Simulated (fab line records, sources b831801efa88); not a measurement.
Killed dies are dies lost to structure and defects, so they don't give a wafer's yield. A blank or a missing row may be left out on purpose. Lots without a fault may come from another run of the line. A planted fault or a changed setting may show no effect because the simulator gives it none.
A struck lot beside a sound one | flow sky130 | 33 steps out of a route of 708
Sound: wafers L807.2, L807.4, L807.6. Struck: wafers L810.1, L810.2, L810.6. The cause comes at the end.
At each step with rows: each side's tool, then ch and its chambers, then its first start. Under that, the readings that differ: sound wafers | struck wafers | difference of the means | sigmas: that difference in standard deviations of wafers without a fault.
alike: readings whose means differ by less than 2 such deviations, and words and numbers that are the same on both sides. not compared: withheld readings, readings that some wafer has no value for, bounds like >300 that may hide the same value, and numbers for which the record gives no deviation and whose values overlap.
The two part at a step that has a row with sigmas, a row that says differs or no value, or rows on one side only. Numbers that don't overlap but have no deviation are shown without sigmas and don't part them. A reading that every wafer of one side lacks parts them only if that side has two wafers or more.

SKY_SD_P_CD_MEAS_07: target cd 380 nm.
  sound on cd_sem-02, day 28 03:33; struck on cd_sem-01, day 29 10:26
  alike: cd_nm
SKY_SD_P_OVL_MEAS_08:
  sound on overlay-02, day 28 03:39; struck on overlay-01, day 29 10:34
  alike: SD_P_OVL
then, 1 step without rows for these wafers: SKY_SD_P_IMPLANT_09.
SKY_SD_P_STRIP_10: strips in O2/N2.
  sound on plasma_asher-01 ch 0,1, day 28 03:50; struck on plasma_asher-04 ch 0,1, day 29 10:45
  alike: drypump_motor_current_A, oes_product_au, strip_time_to_endpoint_s
  not compared: rf_hours_counter_h
SKY_SD_P_TW_MEAS_11:
  sound on film_metro-01, day 28 03:56; struck on film_metro-02, day 29 10:51
  alike: SD_P_TW
then, 7 steps without rows for these wafers: SKY_RES_XHIGH_DEHYDRATE_00 (time 60 s); SKY_RES_XHIGH_HMDS_01 (prime time 60 s); SKY_RES_XHIGH_COAT_02 (resist thk 1140 nm); SKY_RES_XHIGH_SOFTBAKE_03 (time 60 s); SKY_RES_XHIGH_EXPOSE_04 (exposes mask URPM, target cd 1270 nm); SKY_RES_XHIGH_PEB_05; SKY_RES_XHIGH_DEVELOP_06 (develop time 60 s).
SKY_RES_XHIGH_IMPLANT_07:
  sound on implanter-03 ch 0, day 29 07:54; struck on implanter-03 ch 0, day 30 13:59
  reading            | sound                         | struck                     | difference | sigmas
  beam_on_s (s)      | 33.1 34.1 34.5                | 10.2 9.9 10.2              | -23.8      | -13
  dose_ions_cm2      | 3.595e+14 3.601e+14 3.593e+14 | 3.62e+13 3.58e+13 3.62e+13 | -3.24e+14  | -99 or more
  faraday_current_uA | 612 594 586                   | 197 205 199                | -397       | -14
SKY_RES_XHIGH_STRIP_08: strips in O2/N2.
  sound on plasma_asher-02 ch 0,1, day 29 08:02; struck on plasma_asher-02 ch 0,1, day 30 14:08
  reading                      | sound             | struck            | difference | sigmas
  strip_time_to_endpoint_s (s) | 14.29 14.26 14.29 | 14.20 14.19 14.19 | -0.09      | -2
  alike: drypump_motor_current_A, oes_product_au
  not compared: rf_hours_counter_h
SKY_RES_XHIGH_TW_MEAS_09:
  sound on film_metro-02, day 29 08:08; struck on film_metro-04, day 30 14:28
  reading      | sound          | struck      | difference | sigmas
  RES_XHIGH_TW | 1652 1643 1653 | 787 790 790 | -860       | -39
  not compared: hold
then, 6 steps without rows for these wafers: SKY_SD_N_HMDS_01 (prime time 60 s); SKY_SD_N_COAT_02 (resist thk 1140 nm); SKY_SD_N_SOFTBAKE_03 (time 60 s); SKY_SD_N_EXPOSE_04 (exposes mask NSDM, target cd 380 nm); SKY_SD_N_PEB_05; SKY_SD_N_DEVELOP_06 (develop time 60 s).
SKY_SD_N_CD_MEAS_07: target cd 380 nm.
  sound on cd_sem-01, day 30 11:56; struck on cd_sem-01, day 31 17:40
  reading    | sound       | struck      | difference | sigmas
  cd_nm (nm) | 379 379 376 | 385 387 387 | +8         | +3
SKY_SD_N_OVL_MEAS_08:
  sound on overlay-02, day 30 12:03; struck on overlay-02, day 31 17:47
  alike: SD_N_OVL
then, 2 steps without rows for these wafers: SKY_SD_N_IMPLANT_09; SKY_SD_N_IMPLANT_10.
SKY_SD_N_STRIP_11: strips in O2/N2.
  sound on plasma_asher-03 ch 1, day 30 12:23; struck on plasma_asher-01 ch 0,1, day 31 18:08
  alike: drypump_motor_current_A, oes_product_au, strip_time_to_endpoint_s
  not compared: rf_hours_counter_h
SKY_SD_N_TW_MEAS_12:
  sound on film_metro-04, day 30 12:29; struck on film_metro-04, day 31 18:14
  alike: SD_N_TW
then, 1 step without rows for these wafers: SKY_SD_N_CLEAN_13 (cleans in SC1/SC2, time 150 s).
SKY_SD_N_RTA_14: time 2 s.
  sound on rtp_anneal-01 ch 0, day 30 12:36; struck on rtp_anneal-02 ch 0, day 31 18:20
  alike: anneal_temp_c_max, lamp_power_pct, wafer_temp_C_max
SKY_SD_N_RS_MEAS_16: measures by four-point-probe.
  sound on film_metro-02, day 30 12:47; struck on film_metro-04, day 31 18:31
  alike: SD_N_RS
SKY_SD_N_RS_MEAS_17: measures by four-point-probe.
  sound on film_metro-02, day 30 12:55; struck on film_metro-04, day 31 18:38
  alike: SD_P_RS
SKY_SD_N_RS_MEAS_18: measures by four-point-probe.
  sound on film_metro-02, day 30 13:02; struck on film_metro-04, day 31 19:04
  reading               | sound             | struck               | difference | sigmas
  RES_XHIGH_RS (ohm/sq) | 331.1 332.5 332.3 | 1972.9 1970.3 1994.9 | +1647.4    | +99 or more
  not compared: hold
SKY_PAD_OPEN_PROBE_99:
  the record has rows for the sound wafers here (prober-01, day 47 13:21) and none for the struck ones

WHERE THEY PART
First at SKY_RES_XHIGH_IMPLANT_07; last, within this record, at SKY_PAD_OPEN_PROBE_99.

WHY: what the simulator had put in
Process parameter drift: implanter-03, from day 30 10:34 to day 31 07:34, at SKY_RES_XHIGH_IMPLANT_07. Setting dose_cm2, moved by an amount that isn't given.
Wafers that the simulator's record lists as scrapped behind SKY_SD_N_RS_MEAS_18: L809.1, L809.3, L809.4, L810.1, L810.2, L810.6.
